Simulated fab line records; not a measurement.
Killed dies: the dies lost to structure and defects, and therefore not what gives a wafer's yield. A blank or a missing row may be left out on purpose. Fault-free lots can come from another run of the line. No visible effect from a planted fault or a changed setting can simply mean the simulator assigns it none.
fab line records -- flow sky130
[record] lots = 12, wafers = 36, last-day = 50
route steps=708 shown SONOS_ONO@183 CONTACT@422 VIA1@474 VIA2@509 PAD_OPEN@708
lots with no fault: from the same line, run without faults
start-h: start of the lot's first displayed wafer, in hours after the record's first day -- wait-h: hours from the lot's prior step to this one -- " same as the row above -- L1.1+2: several wafers, shown together as one row -- - no value, or no start was given -- * or withheld: withheld -- < > ~ a bound
route shown NAME@n: NAME is a module with steps in the file, n the number in the route of the first one -- usual: mean/standard deviation of fault-free wafers -- same: alike in all rows -- chamber/n: place in a boat -- sites: the reading at each site -- _std_site: standard deviation of those values -- _edge_site: mean of outer sites minus mean of inner sites -- radius-mm: how far each site lies from the wafer's centre -- mask NAME#n: copy n -- behind: tool/chamber where the wafer was last shaped -- hold: the reason the lot was held/the length of the hold in hours/how it ended -- device: names the non-switching transistor (n, p or np) -- end of line: tests of these same wafers at the route's end -- a step given without rows: its recipe and nothing more -- killed: at the first sort, the dies lost to defects and structure; wafer yield is something else -- map: the dies of a wafer, with x for killed, . for not killed, _ for no die there
set.NAME: the setting the step ran with; set.NAME@STEP: the setting that earlier step ran with -- model.NAME: the simulator's own value behind a step, which no gauge read
a sample of lots followed through the steps of the route, with each step as a table and each wafer as a row
services: a tool's chamber out of use, with start hour (start-h, from the record's first day; less than 0 if before it), hours out, and reason
[[steps]]
[step SKY_SONOS_ONO_ETCH_15]
[recipe] target-depth-nm = 19.52, chemistry = CHF3/O2, source-w = 600, bias-w = 200, pressure-mtorr = 40, chf3-flow-sccm = 50, O2_flow_sccm = 5, time-s = 7.8
[usual] drypump-motor-current-A = 5.7/0.47, oes-product-au = 1.002/0.007, rf-fwd-power-W = 590/3.8, throttle-valve-pct = 8.825/0.0086
lot.wafer,tool,chamber,start-h,wait-h,drypump-motor-current-A,oes-product-au,rf-fwd-power-W,rf-hours-counter-h,throttle-valve-pct
L674.2,rie-diel-03,1,276.55,0.0,6.2,1.000,593,2,8.826
L674.3,rie-diel-03,2,276.55,0.0,6.3,0.999,586,8,8.822
L674.4,rie-diel-03,3,276.55,0.0,4.7,0.996,590,33,8.837
L675.2,rie-diel-01,2,288.18,0.0,5.1,1.020,587,10,8.823
L675.3,rie-diel-01,1,288.18,0.0,5.8,1.000,592,80,8.818
L675.5,rie-diel-01,2,288.18,0.0,5.1,1.006,588,-,8.840
L676.1,rie-diel-02,1,291.39,0.0,5.9,0.998,591,3,8.825
L676.2,rie-diel-02,0,291.39,0.0,6.3,1.008,592,35,8.807
L676.6,rie-diel-02,1,291.39,0.0,5.9,0.995,590,-,8.835
L677.2,rie-diel-02,2,302.64,0.0,5.6,0.997,590,0,8.823
L677.4,rie-diel-02,0,302.64,0.0,6.3,1.010,594,35,8.838
L677.6,rie-diel-02,2,302.64,0.0,5.6,1.003,593,-,8.803
L678.1,rie-diel-01,0,313.70,0.0,5.5,1.002,594,45,8.831
L678.5,rie-diel-01,2,313.70,0.0,5.2,1.002,587,-,8.837
L678.6,rie-diel-01,3,313.70,0.0,6.2,1.002,595,-,8.821
L679.1,rie-diel-03,3,319.24,0.0,4.7,1.006,591,34,8.831
L679.3,rie-diel-03,2,319.24,0.0,6.3,0.997,586,9,8.827
L679.4,rie-diel-03,0,319.24,0.0,5.6,1.011,587,0,8.833
L680.3,rie-diel-02,0,329.70,0.0,6.3,1.001,593,36,8.832
L680.4,rie-diel-02,1,329.70,0.0,5.9,0.992,591,3,8.820
L680.5,rie-diel-02,3,329.70,0.0,5.4,0.997,588,-,8.825
L682.3,rie-diel-02,3,342.40,0.0,5.5,1.010,585,105,8.828
L682.4,rie-diel-02,1,342.40,0.0,5.9,0.989,591,-,8.821
L682.6,rie-diel-02,2,342.40,0.0,5.6,1.005,590,-,8.829
L687.4,rie-diel-02,0,391.99,0.0,6.4,0.999,591,36,8.819
L687.5,rie-diel-02,1,391.99,0.0,5.9,0.992,590,-,8.822
L687.6,rie-diel-02,0,391.99,0.0,6.3,1.015,591,-,8.834
L688.4,rie-diel-02,2,397.63,0.0,5.6,0.994,593,2,8.819
L688.5,rie-diel-02,1,397.63,0.0,5.9,0.994,587,-,8.831
L688.6,rie-diel-02,0,397.63,0.0,6.3,1.011,591,-,8.813
L693.1,rie-diel-03,0,449.43,0.0,5.6,0.997,586,3,8.836
L693.2,rie-diel-03,2,449.43,0.0,6.3,0.989,585,12,8.816
L693.5,rie-diel-03,3,449.43,0.0,4.7,1.000,587,-,8.814
L697.1,rie-diel-02,1,464.59,0.0,5.9,0.996,589,5,8.810
L697.4,rie-diel-02,2,464.59,0.0,5.6,1.000,593,2,8.824
L697.5,rie-diel-02,1,464.59,0.0,5.9,0.989,591,-,8.823
[step SKY_CONTACT_ETCH_16]
[recipe] chemistry = N2/H2, target = BARC, ion-energy-ev = 200, source-w = 500, bias-w = 100, pressure-mtorr = 30, n2-flow-sccm = 100, h2-flow-sccm = 200, stop-on = SiO2, time-s = 45.9, target-depth-a = 600
[usual] drypump-motor-current-A = 5.8/0.44, oes-product-au = 0.856/0.0048, rf-fwd-power-W = 495.1/2.5, throttle-valve-pct = 13.226/0.0098
lot.wafer,tool,chamber,start-h,wait-h,drypump-motor-current-A,oes-product-au,rf-fwd-power-W,rf-hours-counter-h,throttle-valve-pct
L674.2,rie-diel-04,0,730.54,0.0,6.2,0.850,491.7,3,13.248
L674.3,rie-diel-04,3,730.54,0.0,5.7,0.856,497.6,18,13.209
L674.4,rie-diel-04,1,730.54,0.0,5.6,0.850,496.5,16,13.226
L675.2,rie-diel-04,0,738.89,0.0,6.1,0.856,494.4,3,13.236
L675.3,rie-diel-04,1,738.89,0.0,5.7,0.858,493.5,16,13.228
L675.5,rie-diel-04,3,738.89,0.0,5.7,0.865,496.8,-,13.226
L676.1,rie-diel-03,3,747.44,0.0,4.7,0.853,496.0,42,13.231
L676.2,rie-diel-03,1,747.44,0.0,6.2,0.859,498.4,13,13.214
L676.6,rie-diel-03,3,747.44,0.0,4.7,0.859,496.3,-,13.219
L677.2,rie-diel-01,1,760.30,0.0,5.8,0.857,496.8,5,13.231
L677.4,rie-diel-01,2,760.30,0.0,5.1,0.849,492.1,19,13.217
L677.6,rie-diel-01,3,760.30,0.0,6.2,0.851,495.1,-,13.230
L678.1,rie-diel-01,1,771.39,0.0,5.8,0.855,498.3,5,13.216
L678.5,rie-diel-01,0,771.39,0.0,5.5,0.847,495.8,-,13.226
L678.6,rie-diel-01,3,771.39,0.0,6.3,0.861,495.0,-,13.242
L679.1,rie-diel-01,0,774.54,0.0,5.5,0.848,496.4,2,13.227
L679.3,rie-diel-01,1,774.54,0.0,5.8,0.854,494.3,5,13.222
L679.4,rie-diel-01,2,774.54,0.0,5.1,0.853,491.1,20,13.215
L680.3,rie-diel-01,3,786.64,0.0,6.3,0.856,496.5,1,13.222
L680.4,rie-diel-01,0,786.64,0.0,5.5,0.871,495.9,2,13.238
L680.5,rie-diel-01,3,786.64,0.0,6.3,0.861,496.1,-,13.235
L682.3,rie-diel-03,0,795.39,0.0,5.6,0.848,492.2,11,13.202
L682.4,rie-diel-03,3,795.39,0.0,4.7,0.854,494.8,0,13.211
L682.6,rie-diel-03,0,795.39,0.0,5.6,0.850,491.0,-,13.229
L687.4,rie-diel-03,2,841.36,0.0,6.3,0.866,493.7,-,13.237
L687.5,rie-diel-03,1,841.36,0.0,6.2,0.857,495.9,-,13.225
L687.6,rie-diel-03,0,841.36,0.0,5.6,0.860,492.9,-,13.224
L688.4,rie-diel-03,2,850.97,0.0,6.3,0.860,493.8,-,13.243
L688.5,rie-diel-03,0,850.97,0.0,5.6,0.861,491.8,-,13.214
L688.6,rie-diel-03,2,850.97,0.0,6.3,0.852,495.6,-,13.226
L693.1,rie-diel-04,3,889.94,0.0,5.7,0.858,496.6,22,13.229
L693.2,rie-diel-04,1,889.94,0.0,5.6,0.859,495.9,21,13.220
L693.5,rie-diel-04,3,889.94,0.0,5.7,0.856,495.5,-,13.228
L697.1,rie-diel-04,3,904.34,0.0,5.7,0.850,496.2,23,13.230
L697.4,rie-diel-04,2,904.34,0.0,5.5,0.858,494.7,10,13.218
L697.5,rie-diel-04,1,904.34,0.0,5.7,0.858,493.1,-,13.216
[step SKY_VIA1_STRIP_16]
[recipe] chemistry = O2/N2, power-w = 1400, pressure-mtorr = 1500, platen-temp-c = withheld, o2-flow-sccm = 3000, n2-flow-sccm = 300, overash-fraction = 0.5
[usual] drypump-motor-current-A = 5.80/0.23, oes-product-au = 0.416/0.0047, strip-time-to-endpoint-s = 4.458/0.02
lot.wafer,tool,chamber,start-h,wait-h,drypump-motor-current-A,oes-product-au,rf-hours-counter-h,strip-time-to-endpoint-s
L674.2,plasma-asher-02,1,788.68,0.0,5.70,0.421,66,4.461
L674.3,plasma-asher-02,1,788.68,0.0,5.70,0.421,-,4.487
L674.4,plasma-asher-02,0,788.68,0.0,5.60,0.409,-,4.493
L675.2,plasma-asher-02,1,796.83,0.0,5.75,0.418,66,4.436
L675.3,plasma-asher-02,1,796.83,0.0,5.72,0.414,-,4.425
L675.5,plasma-asher-02,0,796.83,0.0,5.59,0.417,-,4.462
L676.1,plasma-asher-01,0,804.32,0.0,5.55,0.413,6,4.432
L676.2,plasma-asher-01,1,804.32,0.0,6.06,0.413,6,4.454
L676.6,plasma-asher-01,1,804.32,0.0,6.04,0.407,-,4.442
L677.2,plasma-asher-01,1,815.62,0.0,6.06,0.415,7,4.491
L677.4,plasma-asher-01,0,815.62,0.0,5.59,0.418,-,4.451
L677.6,plasma-asher-01,0,815.62,0.0,5.61,0.419,-,4.468
L678.1,plasma-asher-02,0,827.57,0.0,5.60,0.417,70,4.469
L678.5,plasma-asher-02,0,827.57,0.0,5.60,0.415,-,4.459
L678.6,plasma-asher-02,1,827.57,0.0,5.75,0.406,-,4.455
L679.1,plasma-asher-04,0,830.52,0.0,6.21,0.418,40,4.446
L679.3,plasma-asher-04,1,830.52,0.0,5.96,0.407,-,4.452
L679.4,plasma-asher-04,0,830.52,0.0,6.21,0.412,-,4.458
L680.3,plasma-asher-01,1,840.45,0.1,6.06,0.408,-,4.440
L680.4,plasma-asher-01,0,840.45,0.1,5.60,0.415,-,4.433
L680.5,plasma-asher-01,1,840.45,0.1,5.99,0.420,-,4.486
L682.3,plasma-asher-04,1,850.46,0.1,5.96,0.410,-,4.445
L682.4,plasma-asher-04,0,850.46,0.1,6.22,0.420,-,4.418
L682.6,plasma-asher-04,0,850.46,0.1,6.24,0.407,-,4.455
L687.4,plasma-asher-02,0,895.86,0.1,5.60,0.411,-,4.428
L687.5,plasma-asher-02,1,895.86,0.1,5.72,0.415,-,4.437
L687.6,plasma-asher-02,0,895.86,0.1,5.60,0.411,-,4.423
L688.4,plasma-asher-02,1,904.96,0.1,5.70,0.411,-,4.471
L688.5,plasma-asher-02,0,904.96,0.1,5.57,0.419,-,4.459
L688.6,plasma-asher-02,1,904.96,0.1,5.74,0.419,-,4.483
L693.1,plasma-asher-02,1,942.57,0.0,5.75,0.416,80,4.487
L693.2,plasma-asher-02,0,942.57,0.0,5.60,0.414,80,4.479
L693.5,plasma-asher-02,0,942.57,0.0,5.59,0.417,-,4.465
L697.1,plasma-asher-01,1,955.57,0.0,6.00,0.419,21,4.460
L697.4,plasma-asher-01,0,955.57,0.0,5.58,0.423,-,4.502
L697.5,plasma-asher-01,1,955.57,0.0,6.02,0.416,-,4.462
[step SKY_VIA2_CMP_02]
[recipe] material = SiO2, down-force-psi = 4, platen-rpm = 60, pad-velocity-m-s = 0.94248
[usual] motor-current-A = 12.2/0.79
lot.wafer,tool,chamber,start-h,wait-h,motor-current-A
L674.4,cmp-02,1,817.90,0.0,12.4
L674.3,cmp-02,3,817.90,0.0,11.8
L674.2,cmp-02,0,817.90,0.0,10.7
L675.2,cmp-01,0,825.99,0.0,13.5
L675.3,cmp-01,2,825.99,0.0,11.2
L675.5,cmp-01,1,825.99,0.0,12.4
L676.2,cmp-01,0,833.09,0.4,14.0
L676.1,cmp-01,1,833.09,0.4,12.3
L676.6,cmp-01,3,833.09,0.4,12.1
L677.2,cmp-01,0,844.61,0.1,14.4
L677.4,cmp-01,1,844.61,0.1,11.9
L677.6,cmp-01,2,844.61,0.1,11.1
L678.1,cmp-02,3,856.56,0.2,12.3
L678.6,cmp-02,0,856.56,0.2,10.8
L678.5,cmp-02,1,856.56,0.2,12.8
L679.4,cmp-01,2,859.06,0.1,11.4
L679.3,cmp-01,3,859.06,0.1,12.6
L679.1,cmp-01,0,859.06,0.1,13.9
L680.3,cmp-01,3,869.21,0.1,12.5
L680.4,cmp-01,1,869.21,0.1,11.4
L680.5,cmp-01,3,869.21,0.1,12.9
L682.3,cmp-02,0,878.18,0.0,10.7
L682.4,cmp-02,1,878.18,0.0,12.4
L682.6,cmp-02,0,878.18,0.0,11.0
L687.4,cmp-01,1,923.34,0.2,11.8
L687.5,cmp-01,2,923.34,0.2,11.3
L687.6,cmp-01,3,923.34,0.2,12.2
L688.4,cmp-02,1,932.70,0.2,12.7
L688.6,cmp-02,2,932.70,0.2,12.8
L688.5,cmp-02,3,932.70,0.2,12.1
L693.1,cmp-02,2,968.36,0.1,12.6
L693.2,cmp-02,1,968.36,0.1,12.3
L693.5,cmp-02,3,968.36,0.1,12.1
L697.1,cmp-02,3,982.00,0.1,11.7
L697.4,cmp-02,2,982.00,0.1,12.1
L697.5,cmp-02,3,982.00,0.1,11.7
[step SKY_PAD_OPEN_PROBE_99]
[usual] killed_at_M0_to_M3 = 44/7, killed_at_M4_up = 3.2/2, killed-at-contacts = 25/5.3, killed-at-front-end = 15/4.3, killed-at-other = 0.3/0.54, killed-dies = 86/8.7, killed-on-rim = 17/3.6, killed-open = 47/6.4, killed-short = 39/5.6
[same] gross-dies = 492, killed-at-back-side = 0
lot.wafer,tool,chamber,start-h,wait-h,hold,killed_at_M0_to_M3,killed_at_M4_up,killed-at-contacts,killed-at-front-end,killed-at-other,killed-dies,killed-on-rim,killed-open,killed-short
L674.2,prober-01,-,1070.75,0.1,-,47,3,20,26,1,97,16,53,44
L674.3,prober-01,-,1070.80,0.2,-,33,1,24,21,0,79,15,47,32
L674.4,prober-01,-,1070.85,0.2,-,43,5,14,12,0,74,12,45,29
L675.2,prober-02,-,1075.77,0.1,-,52,2,19,5,0,78,14,39,38
L675.3,prober-02,-,1075.82,0.2,-,50,2,26,15,0,93,20,53,40
L675.5,prober-02,-,1075.92,0.2,-,44,6,27,21,0,98,16,55,43
L676.1,prober-01,-,1082.40,0.1,-,45,3,30,14,0,92,18,50,42
L676.2,prober-01,-,1082.45,0.1,-,35,3,35,11,0,84,18,48,36
L676.6,prober-01,-,1082.65,0.2,-,50,2,26,11,1,90,20,53,36
L677.2,prober-02,-,1091.26,0.1,-,36,3,31,11,1,82,17,41,39
L677.4,prober-02,-,1091.36,0.2,-,47,6,17,15,1,86,17,37,48
L677.6,prober-02,-,1091.46,0.2,-,53,3,28,13,1,98,21,51,45
L678.1,prober-01,-,1102.29,0.1,-,31,4,28,14,0,77,21,50,27
L678.5,prober-01,-,1102.49,0.2,-,49,6,27,16,0,98,17,46,52
L678.6,prober-01,-,1102.54,0.2,-,47,2,23,13,0,85,16,47,38
L679.1,prober-02,-,1103.81,0.1,-,42,2,21,21,0,86,18,40,46
L679.3,prober-02,-,1103.91,0.2,-,47,3,22,12,1,85,18,45,39
L679.4,prober-02,-,1103.96,0.2,-,37,3,21,17,0,78,21,44,34
L680.3,prober-01,-,1110.40,0.2,-,33,5,22,6,0,66,20,35,31
L680.4,prober-01,-,1110.45,0.2,-,45,7,19,14,0,85,10,46,39
L680.5,prober-01,-,1110.50,0.2,-,34,3,12,17,0,66,14,35,31
L682.3,prober-01,-,1117.74,0.2,-,30,2,29,18,0,79,16,43,36
L682.4,prober-01,-,1117.79,0.2,-,40,2,30,19,0,91,15,45,46
L682.6,prober-01,-,1117.89,0.2,-,40,2,26,17,1,86,14,48,38
L687.4,prober-02,-,1150.14,0.2,await-dispo/4.7h/release,29,6,23,44,1,103,26,27,41
L687.5,prober-02,-,1150.19,0.2,await-dispo/4.7h/release,47,5,26,7,0,85,13,45,40
L687.6,prober-02,-,1150.24,0.2,await-dispo/4.7h/release,35,2,28,45,1,111,30,44,34
L688.4,prober-01,-,1157.16,0.2,await-dispo/8.7h/release,37,0,24,14,0,75,15,45,30
L688.5,prober-01,-,1157.21,0.2,await-dispo/8.7h/release,37,2,28,20,0,87,16,49,38
L688.6,prober-01,-,1157.26,0.2,await-dispo/8.7h/release,43,3,20,42,0,108,24,38,41
L693.1,prober-02,-,1184.59,0.1,-,46,4,23,16,1,90,20,52,37
L693.2,prober-02,-,1184.64,0.1,-,46,8,23,9,0,86,15,47,39
L693.5,prober-02,-,1184.79,0.2,-,48,5,19,11,1,84,11,44,40
L697.1,prober-01,-,1193.54,0.1,-,46,3,31,18,1,99,12,57,42
L697.4,prober-01,-,1193.69,0.2,-,48,3,26,17,0,94,20,47,47
L697.5,prober-01,-,1193.74,0.2,-,49,5,24,13,0,91,10,49,42
// killed by level:class
L674.2 VIA1:geometric-particle:open=10 VIA2:geometric-particle:open=8 FIELD_ISO:geometric-particle:open=6 VIA3:geometric-particle:open=6 FIELD_ISO:geometric-particle:short=5 POLY_GATE:geometric-particle:open=5 LI_CONTACT:geometric-particle:open=5 CONTACT:geometric-particle:open=5
L674.3 LI_CONTACT:geometric-particle:open=11 VIA1:geometric-particle:open=9 FIELD_ISO:geometric-particle:short=5 POLY_GATE:geometric-particle:short=5 CONTACT:geometric-particle:open=5 METAL1:geometric-particle:short=5 CONTACT:geometric-particle:short=4 METAL1:geometric-particle:open=4
L674.4 VIA2:geometric-particle:open=9 VIA1:geometric-particle:open=8 VIA3:geometric-particle:open=8 METAL2:geometric-particle:short=6 CONTACT:geometric-particle:open=5 POLY_GATE:geometric-particle:short=4 LI_CONTACT:geometric-particle:open=4 FIELD_ISO:geometric-particle:open=3
L675.2 VIA1:geometric-particle:open=11 METAL2:geometric-particle:short=7 CONTACT:geometric-particle:open=7 METAL1:geometric-particle:short=7 VIA1:geometric-particle:short=7 VIA2:geometric-particle:open=5 VIA3:geometric-particle:open=5 LI_CONTACT:geometric-particle:open=4
L675.3 VIA1:geometric-particle:open=11 LI_CONTACT:geometric-particle:open=10 CONTACT:geometric-particle:open=7 VIA3:geometric-particle:open=7 METAL1:geometric-particle:short=7 VIA1:geometric-particle:short=6 POLY_GATE:geometric-particle:short=6 VIA2:geometric-particle:open=6
L675.5 VIA1:geometric-particle:open=10 CONTACT:geometric-particle:open=9 LI_CONTACT:geometric-particle:open=8 METAL1:geometric-particle:short=7 VIA1:geometric-particle:short=7 VIA2:geometric-particle:open=6 VIA3:geometric-particle:open=6 POLY_GATE:geometric-particle:open=5
L676.1 CONTACT:geometric-particle:open=12 VIA1:geometric-particle:open=12 CONTACT:geometric-particle:short=10 METAL1:geometric-particle:short=8 VIA2:geometric-particle:open=7 POLY_GATE:geometric-particle:short=5 LI_CONTACT:geometric-particle:open=5 VIA3:geometric-particle:open=4
L676.2 CONTACT:geometric-particle:open=15 VIA1:geometric-particle:open=10 LI_CONTACT:geometric-particle:open=8 CONTACT:geometric-particle:short=5 METAL2:geometric-particle:short=5 VIA3:geometric-particle:open=5 LOCAL_INTERCONNECT:geometric-particle:short=4 METAL1:geometric-particle:short=4
L676.6 VIA1:geometric-particle:open=14 CONTACT:geometric-particle:open=13 METAL1:geometric-particle:short=7 VIA1:geometric-particle:short=6 VIA3:geometric-particle:open=6 CONTACT:geometric-particle:short=4 LOCAL_INTERCONNECT:geometric-particle:short=4 METAL2:geometric-particle:short=4
L677.2 CONTACT:geometric-particle:open=10 VIA1:geometric-particle:open=10 CONTACT:geometric-particle:short=7 LI_CONTACT:geometric-particle:open=6 VIA2:geometric-particle:open=6 FIELD_ISO:geometric-particle:short=4 LOCAL_INTERCONNECT:geometric-particle:short=4 METAL1:geometric-particle:short=4
L677.4 VIA1:geometric-particle:open=10 VIA1:geometric-particle:short=8 FIELD_ISO:geometric-particle:short=7 CONTACT:geometric-particle:open=6 CONTACT:geometric-particle:short=5 METAL1:geometric-particle:short=5 VIA2:geometric-particle:open=5 VIA3:geometric-particle:open=5
L677.6 VIA2:geometric-particle:open=12 LI_CONTACT:geometric-particle:open=11 CONTACT:geometric-particle:open=9 VIA3:geometric-particle:short=7 VIA1:geometric-particle:open=6 CONTACT:geometric-particle:short=6 METAL2:geometric-particle:short=6 METAL3:geometric-particle:short=5
L678.1 CONTACT:geometric-particle:open=12 LI_CONTACT:geometric-particle:open=8 VIA1:geometric-particle:open=8 METAL2:geometric-particle:short=5 VIA3:geometric-particle:open=5 POLY_GATE:geometric-particle:open=4 CONTACT:geometric-particle:short=4 FIELD_ISO:geometric-particle:open=3
L678.5 CONTACT:geometric-particle:open=9 LI_CONTACT:geometric-particle:open=7 METAL2:geometric-particle:short=7 FIELD_ISO:geometric-particle:short=6 VIA3:geometric-particle:open=5 METAL4:geometric-particle:short=5 LOCAL_INTERCONNECT:geometric-particle:short=5 VIA2:geometric-particle:open=5
L678.6 CONTACT:geometric-particle:open=10 METAL2:geometric-particle:short=8 VIA2:geometric-particle:open=7 METAL3:geometric-particle:short=7 LI_CONTACT:geometric-particle:open=6 METAL1:geometric-particle:short=5 VIA1:geometric-particle:open=5 FIELD_ISO:geometric-particle:open=4
L679.1 VIA1:geometric-particle:short=11 LI_CONTACT:geometric-particle:open=8 FIELD_ISO:geometric-particle:short=7 POLY_GATE:geometric-particle:open=7 CONTACT:geometric-particle:open=6 METAL2:geometric-particle:short=5 VIA2:geometric-particle:open=5 METAL3:geometric-particle:short=5
L679.3 CONTACT:geometric-particle:open=10 VIA1:geometric-particle:open=10 VIA2:geometric-particle:open=7 METAL2:geometric-particle:short=7 LI_CONTACT:geometric-particle:open=6 FIELD_ISO:geometric-particle:short=4 VIA3:geometric-particle:open=4 VIA1:geometric-particle:short=4
L679.4 VIA1:geometric-particle:open=12 CONTACT:geometric-particle:open=8 LI_CONTACT:geometric-particle:open=6 FIELD_ISO:geometric-particle:open=5 POLY_GATE:geometric-particle:open=5 METAL1:geometric-particle:short=5 METAL2:geometric-particle:short=5 FIELD_ISO:geometric-particle:short=4
L680.3 CONTACT:geometric-particle:open=11 METAL1:geometric-particle:short=5 VIA1:geometric-particle:open=5 VIA3:geometric-particle:open=5 LI_CONTACT:geometric-particle:open=4 CONTACT:geometric-particle:short=4 METAL2:geometric-particle:short=4 VIA2:geometric-particle:short=4
L680.4 VIA2:geometric-particle:open=10 VIA1:geometric-particle:open=9 LI_CONTACT:geometric-particle:open=8 CONTACT:geometric-particle:open=7 METAL4:geometric-particle:short=7 POLY_GATE:geometric-particle:short=5 VIA2:geometric-particle:short=5 METAL1:geometric-particle:short=5
L680.5 METAL1:geometric-particle:short=10 VIA2:geometric-particle:open=7 FIELD_ISO:geometric-particle:short=5 CONTACT:geometric-particle:open=5 VIA1:geometric-particle:open=5 FIELD_ISO:geometric-particle:open=4 POLY_GATE:geometric-particle:open=4 LI_CONTACT:geometric-particle:open=4
L682.3 LI_CONTACT:geometric-particle:open=8 CONTACT:geometric-particle:short=6 CONTACT:geometric-particle:open=6 VIA1:geometric-particle:open=6 VIA3:geometric-particle:open=6 FIELD_ISO:geometric-particle:short=5 LOCAL_INTERCONNECT:geometric-particle:short=5 FIELD_ISO:geometric-particle:open=4
L682.4 LI_CONTACT:geometric-particle:open=11 CONTACT:geometric-particle:open=8 VIA1:geometric-particle:open=8 METAL1:geometric-particle:short=7 METAL2:geometric-particle:short=6 POLY_GATE:geometric-particle:short=5 VIA3:geometric-particle:open=5 FIELD_ISO:geometric-particle:short=4
L682.6 VIA1:geometric-particle:open=10 VIA2:geometric-particle:open=8 CONTACT:geometric-particle:open=8 LI_CONTACT:geometric-particle:open=7 METAL2:geometric-particle:short=6 CONTACT:geometric-particle:short=5 FIELD_ISO:geometric-particle:open=3 LI_CONTACT:geometric-particle:short=3
L687.4 SONOS_ONO:unspecified=34 CONTACT:geometric-particle:open=7 LOCAL_INTERCONNECT:geometric-particle:short=7 VIA1:geometric-particle:open=6 METAL4:geometric-particle:short=4 CONTACT:geometric-particle:short=4 METAL2:geometric-particle:short=4 VIA2:geometric-particle:short=4
L687.5 VIA1:geometric-particle:open=12 CONTACT:geometric-particle:open=12 METAL2:geometric-particle:short=9 VIA2:geometric-particle:open=6 LI_CONTACT:geometric-particle:open=5 CONTACT:geometric-particle:short=5 METAL1:geometric-particle:short=4 VIA1:geometric-particle:short=4
L687.6 SONOS_ONO:unspecified=31 CONTACT:geometric-particle:open=10 CONTACT:geometric-particle:short=7 VIA1:geometric-particle:open=7 VIA3:geometric-particle:open=7 LI_CONTACT:geometric-particle:open=6 VIA2:geometric-particle:short=6 POLY_GATE:geometric-particle:open=5
L688.4 VIA1:geometric-particle:open=9 VIA2:geometric-particle:open=8 LI_CONTACT:geometric-particle:open=7 CONTACT:geometric-particle:open=7 FIELD_ISO:geometric-particle:open=5 CONTACT:geometric-particle:short=5 METAL1:geometric-particle:short=4 VIA3:geometric-particle:open=4
L688.5 CONTACT:geometric-particle:open=9 CONTACT:geometric-particle:short=9 VIA1:geometric-particle:open=9 FIELD_ISO:geometric-particle:open=8 VIA3:geometric-particle:open=6 VIA2:geometric-particle:open=4 SPACER:geometric-particle:short=3 LI_CONTACT:geometric-particle:open=3
L688.6 SONOS_ONO:unspecified=29 VIA1:geometric-particle:short=11 VIA1:geometric-particle:open=7 LI_CONTACT:geometric-particle:open=6 VIA2:geometric-particle:open=6 CONTACT:geometric-particle:open=5 METAL1:geometric-particle:short=5 VIA3:geometric-particle:open=5
L693.1 VIA1:geometric-particle:open=13 VIA2:geometric-particle:open=9 LI_CONTACT:geometric-particle:open=8 CONTACT:geometric-particle:open=8 METAL2:geometric-particle:short=8 METAL1:geometric-particle:short=6 FIELD_ISO:geometric-particle:short=5 POLY_GATE:geometric-particle:short=3
L693.2 VIA1:geometric-particle:open=11 CONTACT:geometric-particle:open=8 METAL2:geometric-particle:short=7 METAL1:geometric-particle:short=5 VIA3:geometric-particle:open=5 VIA1:geometric-particle:short=5 METAL4:geometric-particle:short=5 LI_CONTACT:geometric-particle:open=4
L693.5 VIA3:geometric-particle:open=9 VIA1:geometric-particle:open=8 LI_CONTACT:geometric-particle:open=7 VIA2:geometric-particle:open=7 CONTACT:geometric-particle:open=5 METAL1:geometric-particle:short=5 VIA1:geometric-particle:short=5 METAL4:geometric-particle:short=5
L697.1 VIA2:geometric-particle:open=10 CONTACT:geometric-particle:open=9 LI_CONTACT:geometric-particle:open=8 VIA3:geometric-particle:open=7 VIA1:geometric-particle:open=6 FIELD_ISO:geometric-particle:open=5 CONTACT:geometric-particle:short=5 VIA1:geometric-particle:short=5
L697.4 VIA3:geometric-particle:open=11 CONTACT:geometric-particle:open=10 FIELD_ISO:geometric-particle:short=7 VIA2:geometric-particle:open=7 VIA1:geometric-particle:short=6 LOCAL_INTERCONNECT:geometric-particle:short=5 VIA1:geometric-particle:open=5 METAL3:geometric-particle:short=5
L697.5 VIA1:geometric-particle:open=11 METAL1:geometric-particle:short=8 LI_CONTACT:geometric-particle:open=7 VIA2:geometric-particle:open=7 LOCAL_INTERCONNECT:geometric-particle:short=6 CONTACT:geometric-particle:open=6 FIELD_ISO:geometric-particle:open=5 METAL2:geometric-particle:short=5
[[services]]
tool,chamber,start-h,hours,kind
rie-diel-03,1,279.91,3.7,repair
rie-diel-02,-,286.85,4.3,pm
rie-diel-02,0,340.40,35.3,repair
rie-diel-02,2,369.13,6.2,repair
rie-diel-03,3,421.82,6.6,repair
rie-diel-03,0,470.28,11.3,repair
rie-diel-03,3,505.13,4.1,repair
rie-diel-03,2,510.57,10.1,repair
rie-diel-02,0,515.21,16.1,repair
rie-diel-02,1,522.89,9.4,repair
rie-diel-03,3,530.59,4.7,repair
rie-diel-02,3,547.40,12.8,repair
rie-diel-03,-,614.20,2.8,pm
rie-diel-03,2,619.15,7.9,repair
rie-diel-02,1,631.04,6.1,repair
rie-diel-02,-,634.78,1.0,repair
rie-diel-02,1,658.65,12.2,repair
rie-diel-02,3,680.28,5.5,repair
rie-diel-02,1,701.41,13.0,repair
rie-diel-02,-,710.57,0.6,repair
rie-diel-02,2,761.71,1.9,repair
rie-diel-03,2,770.64,1.2,repair
rie-diel-03,2,782.93,5.0,repair
rie-diel-02,1,785.35,9.3,repair
[[key]]
[first-sign] step = SKY_PAD_OPEN_PROBE_99, reading = killed-at-front-end, direction = up, sigmas = 6.8, usual = 15, struck = 44
[effect] step = SKY_PAD_OPEN_PROBE_99, reading = killed-dies, direction = up, sigmas = 2.4, usual = 86, struck = 107
met-at SKY_SONOS_ONO_ETCH_15
struck-lots L687,L688
struck-wafers L687.4,L687.6,L688.6
tester-left-out L687,L688
not-acting-at SKY_CONTACT_ETCH_16,SKY_VIA1_STRIP_16,SKY_VIA2_CMP_02
onset-between 329.70 391.99
[fault] kind = chamber-particle-source, tool = rie-diel-02, chamber = 0, onset-h = 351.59, steps = SKY_SONOS_ONO_ETCH_15, rate-per-visit-cm2 = 1.5471, end-h = 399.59
// tester-left-out: of these lots the tester's yield and bins aren't shown, on N5 and GAA mostly nor the transistor test; their killed dies are dies lost to structure and defects alone, not to doping, threshold or leakage, so they don't give the yield
